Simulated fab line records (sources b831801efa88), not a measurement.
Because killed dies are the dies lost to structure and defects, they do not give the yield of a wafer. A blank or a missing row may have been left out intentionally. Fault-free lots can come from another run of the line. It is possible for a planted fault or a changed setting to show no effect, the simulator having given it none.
Problem report, 8D (eight disciplines) form, completed by code ; flow gf180mcu ; the parts of the form that need people (team, actions taken, sign-off) are left out

== 1. THE PROBLEM ==
At GF_TOP_METAL_SPUTTER_04, cathode_dc_power_W averages 4084.5 W over 6 wafers from 2 lots, while fault-free wafers read 6499.9 W, standard deviation 1.1. So: -99 or more standard deviations from the usual mean.
The step: material TiN, target thk 25 nm, time 20.8 s.
The first sign was on wafer L621.1 at day 29 11:53, on pvd_sputter-03. Wafers with a number at this step in the record: 18, from 6 lots. Rule for "out" (also "out of limits"): further than 4 standard deviations from the usual mean. Any other wafer with a number is counted as sound.

== 2. WHAT IT IS, WHAT IT ISN'T ==
question;is;is not
which readings at this step;cathode_dc_power_W;throttle_valve_pct
which lots;L621, L625;L614, L626, L634, L635
which wafers of those lots;all that have a number;-
read on which tools;pvd_sputter-03;pvd_sputter-01
when;from day 29 11:53;"up to then (3 sound wafers); but 9 sound wafers of L626, L634, L635 came after"

== 3. THE SUSPECTS, EACH WITH WHAT RULES IT OUT ==
Counting: a tool stays on the suspect list if, at a process step up to the reading, it processed all lots that are out and no sound lot following the first of them.
- pvd_sputter-03 at GF_TOP_METAL_SPUTTER_01 (material TiN, target thk 30 nm, time 25 s): ruled out as a lasting fault. Following L621 (day 29 11:48), the first lot on it that is out, the sound lots L635 were run on it.
- pvd_sputter-03 at GF_TOP_METAL_SPUTTER_02 (material AlCu, target thk 900 nm, time 47.82 s): ruled out as a lasting fault. Following L621 (day 29 11:50), the first lot on it that is out, the sound lots L635 were run on it.
- pvd_sputter-03 at GF_TOP_METAL_SPUTTER_03 (material Ti, target thk 5 nm, time 3.3 s): ruled out as a lasting fault. Following L621 (day 29 11:52), the first lot on it that is out, the sound lots L635 were run on it.
- pvd_sputter-03 at GF_TOP_METAL_SPUTTER_04 (material TiN, target thk 25 nm, time 20.8 s): ruled out as a lasting fault. Following L621 (day 29 11:53), the first lot on it that is out, the sound lots L635 were run on it.
Left after counting: nothing in the record.

== 4. THE CAUSE (what the simulator had put in) ==
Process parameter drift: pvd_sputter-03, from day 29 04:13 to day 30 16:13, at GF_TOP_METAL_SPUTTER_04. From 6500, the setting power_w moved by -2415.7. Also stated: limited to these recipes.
Counting ruled it out, wrongly.

== 5. THE CHAIN OF EFFECTS, in route order ==
One row per reading whose mean, taken over the struck wafers that have a number, lies over 3 standard deviations from the usual. Scope: only readings with a usual standard deviation given in the record; hours: median across lots of the time from each lot's start at the first step in this table that gives one to its start at this step; sigmas: change in usual standard deviations.
hours;step;reading;usual;on struck wafers;change;sigmas
0;GF_TOP_METAL_SPUTTER_04;cathode_dc_power_W;6499.9 W;4084.5;-2415.4;-99 or more
It contains these process steps:
- GF_TOP_METAL_SPUTTER_04: material TiN, target thk 25 nm, time 20.8 s.
Later measuring or inspecting steps at which every struck wafer that the step has a row for has a number for every such reading, and none has moved that far: GF_TOP_METAL_RS_MEAS_05, GF_TOP_METAL_THK_MEAS_06, GF_TOP_METAL_CD_MEAS_14, GF_TOP_METAL_OVL_MEAS_15.

== 6. WHAT WOULD HAVE CAUGHT IT SOONER ==
First out-of-limits reading in this record: day 29 11:53, which is 8 hours after fault onset at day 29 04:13.
